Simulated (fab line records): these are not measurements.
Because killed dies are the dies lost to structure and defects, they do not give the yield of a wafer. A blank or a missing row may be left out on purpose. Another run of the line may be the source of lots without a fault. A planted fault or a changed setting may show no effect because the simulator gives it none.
Which tool was responsible? | flow sky130 | at 1 step of a route of 708, 6 lots with 18 wafers sampled

== WHAT EACH GAUGE READ, for each wafer ==
SKY_FIELD_ISO_BOW_MEAS_00.
lot  | measured    | on            | INCOMING_BOW (um)
L498 | day 2 01:01 | film_metro-02 | -10 3 2
L501 | day 2 16:01 | film_metro-02 | 4 5 1
L505 | day 3 12:00 | film_metro-02 | 7 2 1
L513 | day 5 04:01 | film_metro-02 | -19 -8 -1
L515 | day 5 14:00 | film_metro-02 | 0 -1 0
L517 | day 6 00:00 | film_metro-03 | -8 -7 3

== EACH LOT AND THE TOOL THAT RAN IT (in order: tool; ch and the chambers of the sampled wafers; start) ==
There is no process step in the record ahead of these readings.

== THE ANSWER, worked out from the rows above alone ==
Rule: usual is defined by the lots themselves. Put in order of their means at a reading, lots are off if they are a third of the lots or fewer, leave a main group of 4 or more, and stand apart from it by a gap of 3 or more times the standard deviation of the main group's means; of several such gaps the widest counts. Not used: any main group whose means are identical at the precision the tables above print for the reading. Also off: a lot with no number at a reading for which 4 or more lots have one. All remaining lots with rows at the step are treated as sound.
No lot is off on any of the readings shown, so nothing can be concluded from this.

== WHAT THE SIMULATOR HAD INSERTED ==
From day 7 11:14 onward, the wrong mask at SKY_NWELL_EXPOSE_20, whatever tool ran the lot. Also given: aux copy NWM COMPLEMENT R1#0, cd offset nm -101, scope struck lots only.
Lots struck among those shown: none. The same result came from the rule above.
